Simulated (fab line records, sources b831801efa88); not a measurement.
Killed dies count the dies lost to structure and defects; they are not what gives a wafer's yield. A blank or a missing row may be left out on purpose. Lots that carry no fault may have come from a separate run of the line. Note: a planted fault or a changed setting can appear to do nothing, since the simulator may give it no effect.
One fault through the eyes of 2 desks / flow sky130 / what lay behind the numbers comes last; until then each desk has only its own

## AT THE METROLOGY DESK
Means of the sampled wafers that have a number, per lot and without regard to the tool the lot ran on: this is what the gauges read. The brackets show how far a lot's mean lies from the usual mean; more than 4 standard deviations puts the lot out of limits, marked OUT.
Columns: A = VIA2_W_THK at SKY_VIA2_THK_MEAS_23, usual 418 nm
lot=L906; first seen here=day 36 05:26; A=429
lot=L907; first seen here=day 36 20:42; A=429
lot=L908; first seen here=day 37 02:38; A=417
lot=L911; first seen here=day 38 02:26; A=411
lot=L909; first seen here=day 38 03:02; A=409
lot=L913; first seen here=day 38 18:48; A=419
lot=L914; first seen here=day 38 22:16; A=413
lot=L916; first seen here=day 39 14:44; A=415
lot=L917; first seen here=day 39 22:46; A=413
lot=L918; first seen here=day 40 08:32; A=418
lot=L928; first seen here=day 43 02:50; A=423
lot=L929; first seen here=day 43 12:21; A=427
This desk's verdict: no lot among the 12 shows anything out of limits.

## TOOL OWNER'S DESK, plasma_asher-01
The tool's own readings at SKY_VIA1_STRIP_16 (strips in O2/N2): means of the sampled wafers that have a number, for each lot that ran on this tool. The brackets show how far a lot's mean lies from the usual mean; more than 4 standard deviations puts the lot out of limits, marked OUT.
Columns: A = chamber_pressure_mTorr at SKY_VIA1_STRIP_16, usual 1500.0 mTorr; B = drypump_motor_current_A at SKY_VIA1_STRIP_16, usual 5.4 A; C = oes_product_au at SKY_VIA1_STRIP_16, usual 0.416 a.u.; D = strip_time_to_endpoint_s at SKY_VIA1_STRIP_16, usual 4.456 s
lot=L911; first seen here=day 35 17:41; A=1498.3; B=5.0; C=0.417; D=4.434
lot=L917; first seen here=day 37 17:05; A=1501.3; B=5.0; C=0.416; D=4.454
lot=L918; first seen here=day 38 01:30; A=1500.2; B=5.0; C=0.418; D=4.440
lot=L929; first seen here=day 41 08:43; A=1499.5; B=5.0; C=0.419; D=4.461
This desk's verdict: no lot among the 4 shows anything out of limits.

## BROUGHT TOGETHER
At the metrology desk, nothing out of limits was observed.
The tool owner's desk saw nothing out of limits.

## WHAT HAD BEEN PUT IN BY THE SIMULATOR
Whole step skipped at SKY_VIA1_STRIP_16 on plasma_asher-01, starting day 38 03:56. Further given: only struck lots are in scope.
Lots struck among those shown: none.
